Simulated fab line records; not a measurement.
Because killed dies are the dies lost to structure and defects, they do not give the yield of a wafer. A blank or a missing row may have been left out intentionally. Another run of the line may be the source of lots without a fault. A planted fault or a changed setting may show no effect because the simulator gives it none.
Which tool was responsible? || flow gf180mcu || 18 wafers from 6 lots sampled at 2 of the route's 602 steps

== WHAT THE GAUGES SHOWED, per wafer ==
GF_TOP_METAL_OVL_MEAS_15.
{"lot": "L271", "measured": "day 29 05:54", "on": "overlay-01", "TOP_METAL_OVL (nm)": "-1.6 0.7 0.1"}
{"lot": "L274", "measured": "day 30 08:43", "on": "overlay-01", "TOP_METAL_OVL (nm)": "-1.4 -2.0 -0.8"}
{"lot": "L276", "measured": "day 30 20:19", "on": "overlay-01", "TOP_METAL_OVL (nm)": "-0.7 -2.2 -2.3"}
{"lot": "L280", "measured": "day 31 20:23", "on": "overlay-02", "TOP_METAL_OVL (nm)": "-1.1 -0.1 0.1"}
{"lot": "L283", "measured": "day 32 16:01", "on": "overlay-02", "TOP_METAL_OVL (nm)": "0.6 1.4 -0.3"}
{"lot": "L290", "measured": "day 34 08:00", "on": "overlay-02", "TOP_METAL_OVL (nm)": "-1.1 -1.1 -1.4"}

== EACH LOT AND THE TOOL THAT RAN IT (in order: tool; ch and the chambers of the sampled wafers; start) ==
{"lot": "L271", "GF_TOP_METAL_SPUTTER_03": "pvd sputter-02, day 28 10:58"}
{"lot": "L274", "GF_TOP_METAL_SPUTTER_03": "pvd sputter-03, day 29 11:59"}
{"lot": "L276", "GF_TOP_METAL_SPUTTER_03": "pvd sputter-02, day 30 02:37"}
{"lot": "L280", "GF_TOP_METAL_SPUTTER_03": "pvd sputter-01, day 31 03:20"}
{"lot": "L283", "GF_TOP_METAL_SPUTTER_03": "pvd sputter-03, day 32 00:03"}
{"lot": "L290", "GF_TOP_METAL_SPUTTER_03": "pvd sputter-03, day 33 16:13"}
- GF_TOP_METAL_SPUTTER_03: material Ti, target thk 5 nm, time 3.3 s.

== THE ANSWER, worked out from the rows above alone ==
Rule: the usual values come from the lots themselves. Put in order of their means at a reading, lots are off if they are a third of the lots or fewer, leave a main group of 4 or more, and stand apart from it by a gap of 3 or more times the standard deviation of the main group's means; of several such gaps the widest counts. The tables above print the reading to a certain number of digits; a main group whose means all agree to those digits is not used. A lot without any number at a reading at which 4 lots or more have one is off too. The other lots that the step has rows for count as sound.
No lot is off at any reading shown: from this, nothing can be told.

== WHAT THE SIMULATOR PUT IN ==
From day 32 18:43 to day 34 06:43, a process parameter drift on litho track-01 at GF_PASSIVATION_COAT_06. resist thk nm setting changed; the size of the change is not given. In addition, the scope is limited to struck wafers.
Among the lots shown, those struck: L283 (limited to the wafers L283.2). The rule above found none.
